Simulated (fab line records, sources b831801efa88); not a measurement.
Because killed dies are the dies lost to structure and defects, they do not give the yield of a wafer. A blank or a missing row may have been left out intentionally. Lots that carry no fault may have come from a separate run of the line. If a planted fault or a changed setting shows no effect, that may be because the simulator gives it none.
Which tool was responsible? -- flow sky130 -- 12 lots with 36 wafers sampled at 5 steps, on a route of 708 steps

WHAT THE GAUGES READ, wafer by wafer
Not one reading of a measure or inspect step in the record can be checked against a usual standard deviation.

EACH LOT AND THE TOOL THAT RAN IT (in order: tool; ch and the chambers of the sampled wafers; start)
lot,SKY_CONTACT_SPUTTER_23,SKY_METAL5_SPUTTER_04,SKY_PASSIVATION_CVD_02,SKY_PASSIVATION_ETCH_11,SKY_PAD_OPEN_PROBE_99
L863,"pvd sputter-02, day 31 13:31","pvd sputter-01, day 42 18:27","pecvd-01 ch 0,2, day 43 17:20","rie diel-02 ch 1,2,3, day 44 15:35",-
L865,"pvd sputter-02, day 32 07:55","pvd sputter-02, day 43 11:12","pecvd-01 ch 0,1,2, day 44 11:07","rie diel-03 ch 2,3, day 45 08:35","prober-01, day 46 08:12"
L866,"pvd sputter-04, day 32 10:05","pvd sputter-03, day 43 11:59","pecvd-02 ch 0,1,2, day 44 11:56","rie diel-02 ch 1,3, day 45 09:17",-
L867,"pvd sputter-04, day 33 06:45","pvd sputter-01, day 44 04:58","pecvd-01 ch 0,2, day 45 03:56","rie diel-03 ch 0,3, day 46 01:35",-
L869,"pvd sputter-04, day 33 18:21","pvd sputter-02, day 44 13:37","pecvd-04 ch 0,1,2, day 45 11:58","rie diel-03 ch 1,2, day 46 09:11","prober-02, day 47 08:10"
L870,"pvd sputter-02, day 34 06:10","pvd sputter-01, day 45 01:09","pecvd-01 ch 0,1, day 45 22:34","rie diel-02 ch 0,1, day 46 17:08",-
L871,"pvd sputter-02, day 34 10:32","pvd sputter-01, day 45 05:54","pecvd-02 ch 0,1,2, day 46 03:55","rie diel-01 ch 1,2,3, day 47 00:36",-
L872,"pvd sputter-01, day 34 14:05","pvd sputter-01, day 45 08:18","pecvd-01 ch 0,1,2, day 46 06:29","rie diel-02 ch 0,1,3, day 47 02:32","prober-01, day 48 00:11"
L873,"pvd sputter-04, day 34 21:04","pvd sputter-02, day 45 12:15","pecvd-02 ch 1,2, day 46 10:11","rie diel-01 ch 0,2,3, day 47 07:00",-
L875,"pvd sputter-02, day 35 10:18","pvd sputter-03, day 46 00:24","pecvd-04 ch 0,1,2, day 46 20:28","rie diel-01 ch 1,2, day 47 16:26","prober-02, day 48 14:24"
L884,"pvd sputter-01, day 38 08:11","pvd sputter-03, day 48 07:52","pecvd-02 ch 0,2, day 49 02:36","rie diel-01 ch 1,3, day 49 20:08",-
L886,"pvd sputter-02, day 39 10:38","pvd sputter-03, day 49 01:13","pecvd-04 ch 0,1,2, day 49 19:44","rie diel-03 ch 0,1,3, day 50 12:11",-
- SKY_CONTACT_SPUTTER_23: material TiN, target thk 20 nm, time 80 s.
- SKY_METAL5_SPUTTER_04: material TiN, target thk 70 nm, time 58.3 s.
- SKY_PASSIVATION_CVD_02: deposits Si3N4, target thk 540 nm.
- SKY_PASSIVATION_ETCH_11: etches the open film in CF4/O2, stops on AlCu, target depth 725 nm, time 161.1 s.
- SKY_PAD_OPEN_PROBE_99

AS READ BY THE TOOLS THEMSELVES (means over the sampled wafers that have a number; for cases with no such wafer, the mark the record gives instead)
SKY_CONTACT_SPUTTER_23.
lot,tool,cathode dc power W (W),throttle valve pct (%)
L863,pvd sputter-02,3999.9,29.9
L865,pvd sputter-02,4001.2,30.6
L866,pvd sputter-04,4000.3,30.4
L867,pvd sputter-04,3999.6,29.7
L869,pvd sputter-04,3999.5,30.6
L870,pvd sputter-02,4000.2,30.1
L871,pvd sputter-02,3999.9,30.0
L872,pvd sputter-01,4000.1,29.9
L873,pvd sputter-04,4000.3,29.7
L875,pvd sputter-02,3999.8,30.4
L884,pvd sputter-01,3999.2,29.2
L886,pvd sputter-02,4000.3,30.1

SKY_METAL5_SPUTTER_04.
lot,tool,cathode dc power W (W),throttle valve pct (%)
L863,pvd sputter-01,6588.5,28.6
L865,pvd sputter-02,6587.8,30.1
L866,pvd sputter-03,6588.5,30.0
L867,pvd sputter-01,6589.1,29.3
L869,pvd sputter-02,6589.2,30.1
L870,pvd sputter-01,6589.4,29.2
L871,pvd sputter-01,6588.0,28.8
L872,pvd sputter-01,6589.4,29.0
L873,pvd sputter-02,6588.4,30.2
L875,pvd sputter-03,6589.1,30.6
L884,pvd sputter-03,6589.9,30.1
L886,pvd sputter-03,6589.1,30.6

SKY_PASSIVATION_CVD_02.
lot,tool,heater power w (W),susceptor temp C (C)
L863,pecvd-01,675,400.29
L865,pecvd-01,716,399.87
L866,pecvd-02,724,399.95
L867,pecvd-01,716,399.96
L869,pecvd-04,698,400.01
L870,pecvd-01,672,400.06
L871,pecvd-02,743,399.96
L872,pecvd-01,697,400.20
L873,pecvd-02,795,399.97
L875,pecvd-04,687,399.91
L884,pecvd-02,767,400.10
L886,pecvd-04,700,400.12

SKY_PASSIVATION_ETCH_11.
lot,tool,drypump motor current A (A),oes product au (a.u.),throttle valve pct (%)
L863,rie diel-02,5.7,0.971,5.963
L865,rie diel-03,5.3,0.977,5.959
L866,rie diel-02,5.5,0.973,5.964
L867,rie diel-03,6.1,0.976,5.957
L869,rie diel-03,5.1,0.981,5.970
L870,rie diel-02,6.1,0.981,5.969
L871,rie diel-01,5.9,0.979,5.955
L872,rie diel-02,5.8,0.976,5.967
L873,rie diel-01,5.7,0.975,5.965
L875,rie diel-01,6.0,0.981,5.964
L884,rie diel-01,6.1,0.970,5.968
L886,rie diel-03,5.8,0.976,5.957

SKY_PAD_OPEN_PROBE_99.
lot,tool,killed_at_M0_to_M3,killed_at_M4_up,killed at contacts,killed at front end,killed at other,killed dies,killed open,killed short
L865,prober-01,44,3.0,21,16,0.3,85,48,36
L869,prober-02,38,2.3,21,19,0.0,80,42,38
L872,prober-01,42,3.7,25,12,0.0,83,45,38
L875,prober-02,41,2.7,44,18,0.0,106,48,40

THE ANSWER, worked out from the rows above alone
Rule: the lots themselves supply what counts as usual. The widest of any qualifying gaps counts: lots, ordered by their means at a reading, are off when they make up no more than a third of the lots, leave a main group of 4 or more, and stand apart from it by 3 or more times the standard deviation of that group's means. The tables above print the reading to a certain number of digits; a main group whose means all agree to those digits is not used. Also off: a lot with no number at a reading for which 4 or more lots have one. All remaining lots with rows at the step are treated as sound. The gauges are gone through in route order, then the tools' own readings, and for those a lot's mean is taken as printed above. At the first step where some lot is off, the reading lying furthest off is the one used; lots without a number count as furthest.
None of the lots is off at any reading shown; this tells nothing.

WHAT WAS PUT IN BY THE SIMULATOR
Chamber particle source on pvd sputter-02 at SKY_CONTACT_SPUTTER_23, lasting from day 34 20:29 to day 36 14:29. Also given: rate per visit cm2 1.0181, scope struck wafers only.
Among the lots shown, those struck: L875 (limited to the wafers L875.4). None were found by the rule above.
